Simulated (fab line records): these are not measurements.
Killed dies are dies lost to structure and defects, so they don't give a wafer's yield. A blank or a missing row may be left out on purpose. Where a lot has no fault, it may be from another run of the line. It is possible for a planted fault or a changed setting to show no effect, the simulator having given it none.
Comparing a struck lot with a sound one | flow gf180mcu | 20 steps out of a route of 602
Sound: the wafers L667.1, L667.2, L667.5. Struck: wafers L683.3, L683.5, L683.6. The cause is given at the end.
At each step with rows: each side's tool, then ch and its chambers, then its first start. Under that, the readings that differ: sound wafers | struck wafers | difference of the means | sigmas: that difference in standard deviations of wafers without a fault.
alike: words and numbers the same on both sides, and readings whose means are apart by under 2 such deviations; not compared: readings that were withheld, readings missing a value for some wafer, numbers with overlapping values and no deviation given by the record, and bounds like >300 which may hide the same value.
The two part at a step that has a row with sigmas, a row that says differs or no value, or rows on one side only. Numbers that have no deviation but don't overlap get no sigmas and don't part them. Lack of a reading on every wafer of one side parts them only where that side has two or more wafers.

first, 1 step without rows for these wafers: GF_V3_CVD_00 (deposits SiO2, target thk 600 nm, time 100 s).
GF_V3_THK_MEAS_01:
  sound: film-metro-03 at day 22 03:04; struck: film-metro-02 at day 28 03:16
  alike: V3_CVD_00_THK
GF_V3_CVD_02: deposits SiO2 from TEOS, target thk 850 nm, time 94.851 s.
  sound on pecvd-02 ch 0,1, day 22 03:07; struck on pecvd-01 ch 0,2, day 28 03:20
  alike: heater-power-outer-w, heater-power-w
GF_V3_THK_MEAS_03:
  sound: film-metro-02 at day 22 03:11; struck: film-metro-03 at day 28 03:25
  alike: V3_CVD_02_THK
GF_V3_CMP_04: polishes SiO2.
  sound on cmp-01 ch 0,1,3, day 22 03:21; struck on cmp-02 ch 1,2, day 28 03:31
  alike: edge-zone-pressure-frac, motor-current-A, slurry-filter-dp-kPa, time-to-endpoint-s
GF_V3_BOW_MEAS_05:
  sound: film-metro-03 at day 22 03:33; struck: film-metro-04 at day 28 03:48
  alike: V3_BOW
then, 6 steps without rows for these wafers: GF_V3_DEHYDRATE_06 (time 60 s); GF_V3_HMDS_07 (prime time 60 s); GF_V3_COAT_08; GF_V3_COAT_09 (resist thk 1000 nm); GF_V3_SOFTBAKE_10 (time 60 s); GF_V3_EXPOSE_11 (exposes mask Via3, target cd 260 nm).
GF_V3_PEB_12: peb time 90 s.
  sound on litho-track-04 ch 0, day 23 02:51; struck on litho-track-03 ch 0, day 28 23:08
  reading                  | sound                | struck               | difference | sigmas
  exhaust-pa (Pa)          | 45.0 44.4 44.1       | 46.6 47.1 46.1       | +2.1       | +2
  heater-power-total-W (W) | 85.80 85.73 85.56    | 86.49 86.28 86.58    | +0.75      | +8
  plate-temp-C (C)         | 135.11 135.18 134.95 | 135.91 135.90 135.77 | +0.78      | +6
then, 1 step without rows for these wafers: GF_V3_DEVELOP_13 (develop time 60 s).
GF_V3_CD_MEAS_14: the cd target is 260 nm.
  sound: cd-sem-02 at day 23 03:12; struck: cd-sem-02 at day 28 23:28
  reading    | sound             | struck            | difference | sigmas
  cd-nm (nm) | 258.2 259.6 259.0 | 264.6 263.8 263.9 | +5.2       | +5
GF_V3_OVL_MEAS_15:
  sound: overlay-02 at day 23 03:19; struck: overlay-02 at day 28 23:33
  alike: V3_OVL
GF_V3_ETCH_16: etches BARC in N2/H2.
  sound on rie-diel-03 ch 0,1,2, day 23 03:21; struck on rie-diel-04 ch 0,1,2, day 28 23:34
  reading             | sound             | struck            | difference | sigmas
  model.V3.cd-nm (nm) | 257.8 258.6 258.9 | 264.1 263.2 263.5 | +5.2       |
  alike: drypump-motor-current-A, oes-product-au, throttle-valve-pct
GF_V3_ETCH_17: etches SiO2 in C4F8/O2/Ar, stops on TiN, target depth 635 nm.
  sound: rie-diel-03 ch 0,1,2; struck: rie-diel-04 ch 0,1,2
  reading             | sound             | struck            | difference | sigmas
  model.V3.cd-nm (nm) | 257.2 258.9 258.8 | 264.2 263.1 263.5 | +5.3       |
  alike: oes-product-au
GF_V3_STRIP_18: strips in O2/N2.
  sound on plasma-asher-01 ch 0,1, day 23 03:29; struck on plasma-asher-01 ch 0,1, day 28 23:44
  alike: drypump-motor-current-A, heater-power-w, oes-product-au
  not compared: rf-hours-counter-h
GF_PASSIVATION_PROBE_99:
  sound wafers here have rows in the record (prober-02, day 29 16:31); struck ones have none

WHERE THEY PART
Last at GF_PASSIVATION_PROBE_99 as far as this record goes, first at GF_V3_PEB_12.

WHY: the cause the simulator had injected
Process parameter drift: litho-track-03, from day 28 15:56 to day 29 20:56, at GF_V3_PEB_12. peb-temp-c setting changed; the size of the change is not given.
